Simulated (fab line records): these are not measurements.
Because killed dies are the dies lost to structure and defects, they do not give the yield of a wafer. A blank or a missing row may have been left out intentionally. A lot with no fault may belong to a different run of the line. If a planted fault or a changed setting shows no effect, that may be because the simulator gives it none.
Matching of chambers / flow gf180mcu / rie_diel-02 running GF_V3_ETCH_16: 4 sister chambers
The step etches BARC in N2/H2. 4 wafers are shown with their chamber, then 11 later ones without.

WAFERS, EACH WITH ITS CHAMBER
wafer=L083.4; chamber=0; chamber_pressure_mTorr (mTorr)=30.033
wafer=L089.3; chamber=3; chamber_pressure_mTorr (mTorr)=30.006
wafer=L090.5; chamber=1; chamber_pressure_mTorr (mTorr)=29.950
wafer=L091.1; chamber=2; chamber_pressure_mTorr (mTorr)=29.979

WAFERS MISSING THEIR CHAMBER
wafer=L091.2; chamber_pressure_mTorr (mTorr)=30.003
wafer=L091.4; chamber_pressure_mTorr (mTorr)=29.981
wafer=L093.1; chamber_pressure_mTorr (mTorr)=29.982
wafer=L093.4; chamber_pressure_mTorr (mTorr)=30.013
wafer=L093.5; chamber_pressure_mTorr (mTorr)=30.022
wafer=L096.3; chamber_pressure_mTorr (mTorr)=29.989
wafer=L096.4; chamber_pressure_mTorr (mTorr)=30.020
wafer=L096.6; chamber_pressure_mTorr (mTorr)=30.009
wafer=L097.1; chamber_pressure_mTorr (mTorr)=30.028
wafer=L097.3; chamber_pressure_mTorr (mTorr)=30.001
wafer=L097.4; chamber_pressure_mTorr (mTorr)=29.998

WHICH CHAMBER EACH WENT THROUGH
wafer=L091.2; from the rows above=3; in truth=3
wafer=L091.4; from the rows above=2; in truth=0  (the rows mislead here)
wafer=L093.1; from the rows above=2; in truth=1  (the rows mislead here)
wafer=L093.4; from the rows above=can't be placed: 3 or 0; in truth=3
wafer=L093.5; from the rows above=can't be placed: 0 or 3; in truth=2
wafer=L096.3; from the rows above=can't be placed: 2 or 3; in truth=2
wafer=L096.4; from the rows above=can't be placed: 0 or 3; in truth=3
wafer=L096.6; from the rows above=3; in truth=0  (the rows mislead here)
wafer=L097.1; from the rows above=0; in truth=0
wafer=L097.3; from the rows above=3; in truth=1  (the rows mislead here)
wafer=L097.4; from the rows above=can't be placed: 3 or 2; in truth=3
Correctly placed: 2 of 11. Unplaceable from these rows: 5, with the true chamber sitting among the candidates in 4. 4 placed wrongly.
How it was worked out, from the rows above alone: a wafer's distance from a chamber is the root of the sum, over the readings, of the square of ((its reading less the chamber's mean) divided by the reading's scatter). The wafer belongs to the nearest chamber; if the next one is less than 2 further off, it can't be placed. For every chamber, the mean is computed from those of its wafers that are shown. The scatter (one wafer shown for each chamber): square how far every hidden wafer sits from the nearest shown wafer, average those squares and take the square root.
